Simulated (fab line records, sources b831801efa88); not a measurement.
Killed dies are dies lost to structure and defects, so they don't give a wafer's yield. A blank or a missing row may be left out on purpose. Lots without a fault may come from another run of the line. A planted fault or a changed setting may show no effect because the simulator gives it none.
fab line records | flow sky130 | part 1 of 2: steps 1 to 21 of 31
record lots=5 wafers=15 last_day=50
route steps=708 shown CAP2M@614 METAL4@621 VIA4@639
lots that met no fault: from a run of the same line without faults
start_h: hours from the record's first day to the start of the lot's first wafer shown | wait_h: hours since the lot's step before | " the same as in the row above | L1.1+2: a row that stands for several wafers | - no value, or no start given | * or withheld: withheld | < > ~ a bound
route shown NAME@n: a module of which the file shows steps, and the number in the route of the first | usual: mean/standard deviation of fault-free wafers | same: alike in all rows | chamber/n: place in a boat | sites: the reading at each site | _std_site: their standard deviation | _edge_site: outer sites' mean less inner sites' | radius_mm: how far each site lies from the wafer's centre | mask NAME#n: copy n | behind: the tool/chamber that last shaped the wafer | hold: why the lot was held/for how many hours/how that ended | device: the transistor (n, p or np) that didn't switch | end of line: the same wafers' tests at the end of the route | a step without rows: its recipe alone | killed: dies lost to structure and defects at the first sort, not the wafer's yield | map: a wafer's dies, x killed, . not, _ none there
set.NAME: the setting as run; set.NAME@STEP: as run at that earlier step | model.NAME: the simulator's own value behind a step, which no gauge read
lots at some steps of the route; a table a step, a row a wafer
services: from which hour (start_h, from the record's first day; less than 0 if before it) a tool's chamber was out of use, for how many hours, and why
## steps
# step SKY_CAP2M_DEVELOP_11
# recipe resist=NOVOLAK developer=TMAH develop_time_s=60 dev_temp_c=23
# usual resist_line_temp_C=23.01/0.12
# columns lot.wafer tool chamber start_h wait_h resist_line_temp_C
L075.2 litho_track-02 0 961.32 0.1 23.28
L075.4 " 0 " " 23.25
L075.5 " 0 " " 23.00
L076.1 litho_track-04 0 977.44 0.1 23.10
L076.2 " 0 " " 23.04
L076.3 " 0 " " 22.98
L080.1 litho_track-04 0 999.74 0.1 23.01
L080.4 " 0 " " 23.13
L080.6 " 0 " " 23.04
L088.3 litho_track-02 0 1057.20 0.1 23.10
L088.4 " 0 " " 23.02
L088.6 " 0 " " 22.97
L094.1 litho_track-02 0 1089.95 0.1 22.89
L094.2 " 0 " " 22.69
L094.5 " 0 " " 22.79
# step SKY_CAP2M_OVL_MEAS_12
# usual CAP2M_OVL=-0.4/1.4
# columns lot.wafer tool chamber start_h wait_h CAP2M_OVL[nm]
L075.2 overlay-02 - 961.45 0.1 -0.4
L075.4 " - " " 2.3
L075.5 " - " " -1.3
L076.1 overlay-02 - 977.59 0.1 -1.7
L076.2 " - " " -0.1
L076.3 " - " " -1.4
L080.1 overlay-01 - 999.89 0.1 0.2
L080.4 " - " " 0.2
L080.6 " - " " -0.6
L088.3 overlay-01 - 1057.31 0.1 2.0
L088.4 " - " " -0.7
L088.6 " - " " 0.4
L094.1 overlay-02 - 1090.10 0.1 0.9
L094.2 " - " " 1.1
L094.5 " - " " -1.0
# step SKY_CAP2M_METAL_ETCH_13
# recipe target_depth_nm=220 stop_on=SiO2 chemistry=Cl2/BCl3 target=TiN pressure_mtorr=10 icp_w=900 bias_w=48.5 Cl2_flow_sccm=60 bcl3_flow_sccm=30 time_s=62.9
# usual bias_w=48.51/0.14 drypump_motor_current_A=5.8/0.37 he_backside_leak_sccm=3.4/0.33 oes_product_au=0.944/0.0066 throttle_valve_pct=21.900/0.0097
# columns lot.wafer tool chamber start_h wait_h bias_w drypump_motor_current_A he_backside_leak_sccm oes_product_au rf_hours_counter_h throttle_valve_pct
L075.2 rie_metal-03 0 961.48 0.0 48.60 5.4 3.5 0.952 3 21.910
L075.4 " 1 " " 48.59 6.0 3.4 0.946 - 21.890
L075.5 " 1 " " 48.63 6.0 3.6 0.944 - 21.906
L076.1 rie_metal-02 0 977.62 0.0 48.61 5.6 3.2 0.948 5 21.901
L076.2 " 1 " " 48.55 5.7 3.1 0.950 11 21.900
L076.3 " 1 " " 48.58 5.7 3.2 0.948 - 21.894
L080.1 rie_metal-02 0 999.92 0.0 48.35 5.6 2.9 0.957 6 21.901
L080.4 " 0 " " 48.41 5.6 3.1 0.947 - 21.911
L080.6 " 1 " " 48.46 5.7 3.0 0.949 - 21.883
L088.3 rie_metal-01 1 1057.36 0.0 48.39 5.3 3.5 0.951 - 21.916
L088.4 " 0 " " 48.72 6.3 3.5 0.944 - 21.886
L088.6 " 0 " " 48.48 6.4 3.4 0.946 - 21.901
L094.1 rie_metal-03 0 1090.13 0.0 48.39 5.3 3.5 0.950 11 21.903
L094.2 " 1 " " 48.45 6.0 3.6 0.943 2 21.890
L094.5 " 0 " " 48.51 5.3 3.6 0.944 - 21.884
# step SKY_CAP2M_STRIP_14
# recipe chemistry=O2/N2 power_w=1400 pressure_mtorr=1500 platen_temp_c=withheld o2_flow_sccm=3000 n2_flow_sccm=300 overash_fraction=0.5
# usual drypump_motor_current_A=5.6/0.58 oes_product_au=0.710/0.0048 strip_time_to_endpoint_s=12.65/0.038
# columns lot.wafer tool chamber start_h wait_h drypump_motor_current_A oes_product_au rf_hours_counter_h strip_time_to_endpoint_s
L075.2 plasma_asher-03 0 961.56 0.1 5.0 0.715 118 12.66
L075.4 " 0 " " 5.0 0.701 - 12.64
L075.5 " 0 " " 5.0 0.712 - 12.66
L076.1 plasma_asher-04 0 977.70 0.1 5.1 0.716 70 12.70
L076.2 " 1 " " 5.1 0.721 70 12.65
L076.3 " 1 " " 5.1 0.713 - 12.64
L080.1 plasma_asher-04 0 1000.00 0.1 5.1 0.714 73 12.62
L080.4 " 1 " " 5.1 0.714 - 12.63
L080.6 " 0 " " 5.1 0.709 - 12.61
L088.3 plasma_asher-02 1 1057.45 0.1 6.3 0.717 - 12.64
L088.4 " 0 " " 6.4 0.715 - 12.66
L088.6 " 1 " " 6.3 0.707 - 12.63
L094.1 plasma_asher-02 1 1090.21 0.1 6.3 0.716 72 12.61
L094.2 " 0 " " 6.4 0.708 72 12.57
L094.5 " 0 " " 6.4 0.712 - 12.61
# step SKY_CAP2M_STRIP_15
# recipe chemistry=post_etch_residue_remover time_s=1200 temp_c=72.5
# usual temp_c=72.50/0.12
# columns lot.wafer tool chamber start_h wait_h temp_c
L075.2 wet_bench-03 0 961.66 0.1 72.54
L075.4 " 0 " " 72.64
L075.5 " 0 " " 72.75
L076.1 wet_bench-02 0 977.80 0.1 72.38
L076.2 " 0 " " 72.66
L076.3 " 0 " " 72.55
L080.1 wet_bench-02 3 1000.10 0.1 72.58
L080.4 " 3 " " 72.48
L080.6 " 3 " " 72.49
L088.3 wet_bench-02 1 1057.51 0.0 72.61
L088.4 " 1 " " 72.39
L088.6 " 1 " " 72.47
L094.1 wet_bench-02 1 1090.41 0.2 72.55
L094.2 " 1 " " 72.51
L094.5 " 1 " " 72.39
# step SKY_CAP2M_CLEAN_16
# recipe chemistry=IPA time_s=180 temp_c=25
# usual temp_c=25.02/0.12
# columns lot.wafer tool chamber start_h wait_h temp_c
L075.2 wet_bench-04 1 962.03 0.0 25.14
L075.4 " 1 " " 25.05
L075.5 " 1 " " 25.19
L076.1 wet_bench-04 1 978.17 0.0 25.02
L076.2 " 1 " " 24.96
L076.3 " 1 " " 25.14
L080.1 wet_bench-03 1 1000.44 0.0 25.13
L080.4 " 1 " " 24.87
L080.6 " 1 " " 24.81
L088.3 wet_bench-03 3 1057.85 0.0 25.12
L088.4 " 3 " " 25.00
L088.6 " 3 " " 25.36
L094.1 wet_bench-02 2 1090.80 0.0 25.03
L094.2 " 2 " " 25.07
L094.5 " 2 " " 24.91
# step SKY_CAP2M_CLEAN_17
# recipe chemistry=O3/DIW dry=n2_spin
# columns lot.wafer tool chamber start_h wait_h
L075.2+4+5 wet_bench-03 2 962.09 0.0
L076.1+2+3 wet_bench-03 1 978.23 0.0
L080.1+4+6 wet_bench-04 0 1000.50 0.0
L088.3+4+6 wet_bench-02 3 1057.91 0.0
L094.1+2+5 wet_bench-04 3 1090.86 0.0
# step SKY_METAL4_DEHYDRATE_05
# recipe temp_c=200 time_s=60
# usual heater_power_total_W=160.38/0.13 resist_line_temp_C=22.98/0.083
# columns lot.wafer tool chamber start_h wait_h heater_power_total_W resist_line_temp_C
L075.2 litho_track-01 0 973.09 10.9 160.24 23.01
L075.4 " 0 " " 160.26 22.90
L075.5 " 0 " " 160.50 23.00
L076.1 litho_track-03 0 989.52 11.2 160.40 23.07
L076.2 " 0 " " 160.44 22.93
L076.3 " 0 " " 160.24 22.98
L080.1 litho_track-03 0 1011.32 10.7 160.33 23.09
L080.4 " 0 " " 160.09 22.91
L080.6 " 0 " " 160.53 22.93
L088.3 litho_track-04 0 1068.04 10.0 160.22 23.05
L088.4 " 0 " " 160.29 23.13
L088.6 " 0 " " 160.35 23.01
L094.1 litho_track-04 0 1100.79 9.8 160.34 22.94
L094.2 " 0 " " 160.31 22.83
L094.5 " 0 " " 160.61 23.08
# step SKY_METAL4_HMDS_06
# recipe prime_time_s=60 prime_temp_c=120
# usual resist_line_temp_C=22.99/0.096
# columns lot.wafer tool chamber start_h wait_h resist_line_temp_C
L075.2 litho_track-01 0 973.24 0.1 23.00
L075.4 " 0 " " 22.99
L075.5 " 0 " " 22.97
L076.1 litho_track-03 0 989.67 0.1 22.92
L076.2 " 0 " " 22.91
L076.3 " 0 " " 22.89
L080.1 litho_track-03 0 1011.47 0.1 23.06
L080.4 " 0 " " 23.05
L080.6 " 0 " " 22.95
L088.3 litho_track-04 0 1068.19 0.1 22.86
L088.4 " 0 " " 22.98
L088.6 " 0 " " 22.90
L094.1 litho_track-04 0 1100.94 0.1 23.24
L094.2 " 0 " " 23.02
L094.5 " 0 " " 23.14
# step SKY_METAL4_COAT_07
# recipe resist=BARC temp_c=withheld time_s=withheld spin_rpm=3000 resist_thk_nm=60
# usual resist_line_temp_C=*
# columns lot.wafer tool chamber start_h wait_h resist_line_temp_C
L075.2 litho_track-01 0 973.39 0.1 *
L075.4 " 0 " " *
L075.5 " 0 " " *
L076.1 litho_track-03 0 989.82 0.1 *
L076.2 " 0 " " *
L076.3 " 0 " " *
L080.1 litho_track-03 0 1011.62 0.1 *
L080.4 " 0 " " *
L080.6 " 0 " " *
L088.3 litho_track-04 0 1068.34 0.1 *
L088.4 " 0 " " *
L088.6 " 0 " " *
L094.1 litho_track-04 0 1101.09 0.1 *
L094.2 " 0 " " *
L094.5 " 0 " " *
# step SKY_METAL4_COAT_08
# recipe resist=KrF-thick spin_rpm=3000 resist_thk_nm=1140
# usual resist_line_temp_C=23.01/0.11
# columns lot.wafer tool chamber start_h wait_h resist_line_temp_C
L075.2 litho_track-01 0 - - 23.05
L075.4 " 0 " " 22.95
L075.5 " 0 " " 23.04
L076.1 litho_track-03 0 - - 22.99
L076.2 " 0 " " 23.10
L076.3 " 0 " " 22.90
L080.1 litho_track-03 0 - - 22.87
L080.4 " 0 " " 22.84
L080.6 " 0 " " 22.91
L088.3 litho_track-04 0 - - 23.09
L088.4 " 0 " " 22.99
L088.6 " 0 " " 23.04
L094.1 litho_track-04 0 - - 23.07
L094.2 " 0 " " 23.04
L094.5 " 0 " " 23.02
# step SKY_METAL4_SOFTBAKE_09
# recipe temp_c=100 time_s=90 resist=KrF-thick
# usual heater_power_total_W=57.34/0.12 resist_line_temp_C=23.00/0.096
# columns lot.wafer tool chamber start_h wait_h heater_power_total_W resist_line_temp_C
L075.2 litho_track-01 0 - - 57.53 23.07
L075.4 " 0 " " 57.31 23.07
L075.5 " 0 " " 57.33 22.98
L076.1 litho_track-03 0 - - 57.21 23.07
L076.2 " 0 " " 57.16 22.93
L076.3 " 0 " " 57.52 22.96
L080.1 litho_track-03 0 - - 57.23 23.08
L080.4 " 0 " " 57.51 23.00
L080.6 " 0 " " 57.35 23.04
L088.3 litho_track-04 0 - - 57.28 22.98
L088.4 " 0 " " 57.22 22.97
L088.6 " 0 " " 57.25 22.96
L094.1 litho_track-04 0 - - 57.31 22.97
L094.2 " 0 " " 57.30 22.88
L094.5 " 0 " " 57.57 22.88
# step SKY_METAL4_EXPOSE_10
# recipe mask_id=MM4 na=0.68 source_shape=annular sigma_inner=0.4 sigma_outer=0.8 target_cd_nm=300 dose_mj=28
# usual reticle_temp_C=23.00/0.11
# columns lot.wafer tool chamber start_h wait_h mask reticle_temp_C
L075.2 krf_scanner-02 0 - - MM4#0 23.07
L075.4 " 0 " " MM4#0 23.06
L075.5 " 0 " " MM4#0 22.96
L076.1 krf_scanner-02 0 - - MM4#0 22.90
L076.2 " 0 " " MM4#0 22.93
L076.3 " 0 " " MM4#0 22.94
L080.1 krf_scanner-01 0 - - MM4#0 22.96
L080.4 " 0 " " MM4#0 23.09
L080.6 " 0 " " MM4#0 23.05
L088.3 krf_scanner-01 0 - - MM4#0 23.09
L088.4 " 0 " " MM4#0 22.97
L088.6 " 0 " " MM4#0 22.97
L094.1 krf_scanner-01 0 - - MM4#0 23.06
L094.2 " 0 " " MM4#0 23.11
L094.5 " 0 " " MM4#0 23.04
# step SKY_METAL4_PEB_11
# recipe peb_temp_c=withheld peb_time_s=withheld resist=KrF-thick
# usual resist_line_temp_C=*
# columns lot.wafer tool chamber start_h wait_h resist_line_temp_C
L075.2 litho_track-04 0 - - *
L075.4 " 0 " " *
L075.5 " 0 " " *
L076.1 litho_track-03 0 - - *
L076.2 " 0 " " *
L076.3 " 0 " " *
L080.1 litho_track-03 0 - - *
L080.4 " 0 " " *
L080.6 " 0 " " *
L088.3 litho_track-03 0 - - *
L088.4 " 0 " " *
L088.6 " 0 " " *
L094.1 litho_track-01 0 - - *
L094.2 " 0 " " *
L094.5 " 0 " " *
# step SKY_METAL4_DEVELOP_12
# recipe develop_time_s=60 resist=KrF-thick dev_temp_c=21
# usual resist_line_temp_C=22.99/0.11
# columns lot.wafer tool chamber start_h wait_h resist_line_temp_C
L075.2 litho_track-04 0 - - 22.84
L075.4 " 0 " " 22.97
L075.5 " 0 " " 22.98
L076.1 litho_track-03 0 - - 23.11
L076.2 " 0 " " 23.14
L076.3 " 0 " " 23.04
L080.1 litho_track-03 0 - - 23.02
L080.4 " 0 " " 23.13
L080.6 " 0 " " 23.12
L088.3 litho_track-03 0 - - 23.03
L088.4 " 0 " " 22.83
L088.6 " 0 " " 23.12
L094.1 litho_track-01 0 - - 23.04
L094.2 " 0 " " 22.98
L094.5 " 0 " " 22.96
# step SKY_METAL4_CD_MEAS_13
# recipe target_cd_nm=300
# usual cd_nm=300.0/1.5
# columns lot.wafer tool chamber start_h wait_h cd_nm
L075.2 cd_sem-02 - 985.86 - 299.9
L075.4 " - " " 299.6
L075.5 " - " " 300.3
L076.1 cd_sem-01 - 1000.62 - 302.3
L076.2 " - " " 301.6
L076.3 " - " " 302.1
L080.1 cd_sem-01 - 1022.62 - 300.5
L080.4 " - " " 300.1
L080.6 " - " " 300.2
L088.3 cd_sem-02 - 1078.66 - 300.0
L088.4 " - " " 300.5
L088.6 " - " " 299.1
L094.1 cd_sem-01 - 1111.22 - 297.4
L094.2 " - " " 299.7
L094.5 " - " " 298.6
# step SKY_METAL4_OVL_MEAS_14
# usual METAL4_OVL=-3/6.3
# columns lot.wafer tool chamber start_h wait_h METAL4_OVL[nm]
L075.2 overlay-01 - 985.96 0.1 -2
L075.4 " - " " -1
L075.5 " - " " 2
L076.1 overlay-01 - 1000.74 0.1 0
L076.2 " - " " -1
L076.3 " - " " -8
L080.1 overlay-02 - 1022.74 0.1 -7
L080.4 " - " " -1
L080.6 " - " " 10
L088.3 overlay-01 - 1078.76 0.1 3
L088.4 " - " " -9
L088.6 " - " " -10
L094.1 overlay-01 - 1111.34 0.1 -3
L094.2 " - " " 4
L094.5 " - " " -1
# step SKY_METAL4_DESCUM_15
# recipe chemistry=O2 source_power_w=150 bias_power_w=0 pressure_mtorr=10 temp_c=40 time_s=8
# usual drypump_motor_current_A=5.76/0.25 he_backside_leak_sccm=3.39/0.28 oes_product_au=0.996/0.0096 temp_c=40.00/0.12
# columns lot.wafer tool chamber start_h wait_h drypump_motor_current_A he_backside_leak_sccm oes_product_au rf_hours_counter_h temp_c
L075.2 rie_metal-03 1 985.99 0.0 6.06 3.52 0.999 20 40.08
L075.4 " 0 " " 5.37 3.53 0.991 - 40.15
L075.5 " 0 " " 5.35 3.63 1.002 - 40.03
L076.1 rie_metal-04 1 1000.78 0.0 5.98 3.44 0.974 16 39.85
L076.2 " 0 " " 5.67 3.60 0.988 18 40.15
L076.3 " 1 " " 6.00 3.21 0.975 - 39.81
L080.1 rie_metal-04 1 1022.78 0.0 6.00 3.49 0.984 17 39.88
L080.4 " 1 " " 6.02 3.41 0.985 - 39.87
L080.6 " 0 " " 5.71 3.52 0.989 - 39.92
L088.3 rie_metal-03 1 1078.79 0.0 6.03 3.55 0.997 - 40.07
L088.4 " 0 " " 5.37 3.43 0.992 - 39.99
L088.6 " 0 " " 5.34 3.65 0.996 - 39.84
L094.1 rie_metal-02 1 1111.37 0.0 5.74 3.17 1.003 18 39.89
L094.2 " 0 " " 5.60 2.81 1.006 12 40.08
L094.5 " 1 " " 5.68 3.23 0.998 - 39.92
# step SKY_METAL4_ETCH_16
# recipe chemistry=N2/H2 target=BARC ion_energy_ev=200 bias_w=100 pressure_mtorr=30 n2_flow_sccm=100 h2_flow_sccm=200 icp_w=500 stop_on=SiO2 time_s=88.2 target_depth_a=600
# usual bias_w=100.0/0.32 drypump_motor_current_A=5.77/0.25 h2_flow_sccm=199.9/0.53 he_backside_leak_sccm=3.41/0.24 oes_product_au=0.625/0.0045 throttle_valve_pct=13.205/0.0098
# columns lot.wafer tool chamber start_h wait_h bias_w drypump_motor_current_A h2_flow_sccm he_backside_leak_sccm oes_product_au rf_hours_counter_h throttle_valve_pct
L075.2 rie_metal-03 1 986.02 0.0 100.1 6.06 199.9 4.02 0.631 20 13.213
L075.4 " 0 " " 100.2 5.38 200.1 3.65 0.622 - 13.213
L075.5 " 0 " " 99.5 5.39 199.9 3.62 0.624 - 13.195
L076.1 rie_metal-04 1 1000.81 0.0 100.4 6.05 199.7 3.28 0.618 16 13.185
L076.2 " 0 " " 100.3 5.70 199.9 3.67 0.623 18 13.201
L076.3 " 1 " " 100.2 6.02 200.2 3.26 0.625 - 13.204
L080.1 rie_metal-04 1 1022.81 0.0 99.9 6.02 200.1 3.38 0.626 17 13.195
L080.4 " 1 " " 100.2 6.04 199.6 3.46 0.630 - 13.204
L080.6 " 0 " " 100.1 5.70 199.7 3.52 0.633 - 13.203
L088.3 rie_metal-03 1 1078.84 0.0 100.2 6.06 200.2 3.57 0.629 - 13.216
L088.4 " 0 " " 100.8 5.36 199.1 3.38 0.615 - 13.198
L088.6 " 0 " " 100.0 5.37 199.3 3.57 0.629 - 13.222
L094.1 rie_metal-02 1 1111.41 0.0 99.7 5.78 200.2 3.12 0.623 18 13.207
L094.2 " 0 " " 100.2 5.60 199.1 2.87 0.620 13 13.215
L094.5 " 1 " " 99.7 5.76 200.2 3.07 0.625 - 13.204
# step SKY_METAL4_ETCH_17
# recipe target=SiO2 stop_on=TiN chemistry=C4F8/O2/Ar source_w=1500 bias_w=1200 pressure_mtorr=40 c4f8_flow_sccm=withheld O2_flow_sccm=6 Ar_flow_sccm=300 time_s=3.9 target_depth_a=150
# usual bias_w=1200/3.9 oes_product_au=0.756/0.0071
# columns lot.wafer tool chamber start_h wait_h bias_w oes_product_au rf_hours_counter_h
L075.2 rie_diel-03 0 986.12 0.1 1204 0.742 16
L075.4 " 3 " " 1200 0.757 13
L075.5 " 0 " " 1200 0.767 -
L076.1 rie_diel-01 3 1000.91 0.1 1201 0.753 15
L076.2 " 2 " " 1198 0.759 9
L076.3 " 0 " " 1201 0.751 2
L080.1 rie_diel-03 0 1022.91 0.1 1200 0.756 17
L080.4 " 2 " " 1205 0.761 21
L080.6 " 1 " " 1200 0.767 -
L088.3 rie_diel-01 0 1078.91 0.0 1193 0.751 4
L088.4 " 1 " " 1201 0.773 10
L088.6 " 0 " " 1197 0.763 -
L094.1 rie_diel-02 3 1111.50 0.1 1207 0.753 22
L094.2 " 0 " " 1200 0.755 16
L094.5 " 0 " " 1201 0.761 -
# step SKY_METAL4_METAL_ETCH_18
# recipe target_depth_a=8450 stop_on=SiO2 over_etch_frac=0.3 time_s=183.1 chemistry=Cl2/BCl3 resist_sidewall_deg=88 pressure_mtorr=10 icp_w=900 bias_w=48.5 Cl2_flow_sccm=60 bcl3_flow_sccm=30
# usual bias_w=48.53/0.15 drypump_motor_current_A=5.73/0.23 he_backside_leak_sccm=3.34/0.25 oes_product_au=0.869/0.0068 throttle_valve_pct=22.263/0.0088
# columns lot.wafer tool chamber start_h wait_h bias_w drypump_motor_current_A he_backside_leak_sccm oes_product_au rf_hours_counter_h throttle_valve_pct
L075.2 rie_metal-04 1 986.14 0.0 48.45 6.05 3.36 0.866 15 22.270
L075.4 " 1 " " 48.70 6.03 3.38 0.863 - 22.265
L075.5 " 1 " " 48.38 6.04 3.20 0.863 - 22.258
L076.1 rie_metal-03 1 1000.93 0.0 48.35 6.05 3.64 0.870 21 22.262
L076.2 " 1 " " 48.35 6.07 3.64 0.869 - 22.257
L076.3 " 1 " " 48.23 6.03 3.87 0.867 - 22.253
L080.1 rie_metal-02 0 1022.93 0.0 48.65 5.58 3.35 0.868 7 22.256
L080.4 " 0 " " 48.74 5.59 3.04 0.870 - 22.269
L080.6 " 1 " " 48.57 5.71 3.18 0.871 - 22.264
L088.3 rie_metal-04 1 1078.99 0.1 48.70 6.04 3.42 0.858 - 22.263
L088.4 " 0 " " 48.68 5.71 3.52 0.864 - 22.261
L088.6 " 0 " " 48.43 5.71 3.47 0.855 - 22.254
L094.1 rie_metal-03 0 1111.52 0.0 48.38 5.35 3.51 0.872 13 22.257
L094.2 " 1 " " 48.83 6.06 3.45 0.876 4 22.263
L094.5 " 1 " " 48.48 6.09 3.71 0.875 - 22.264
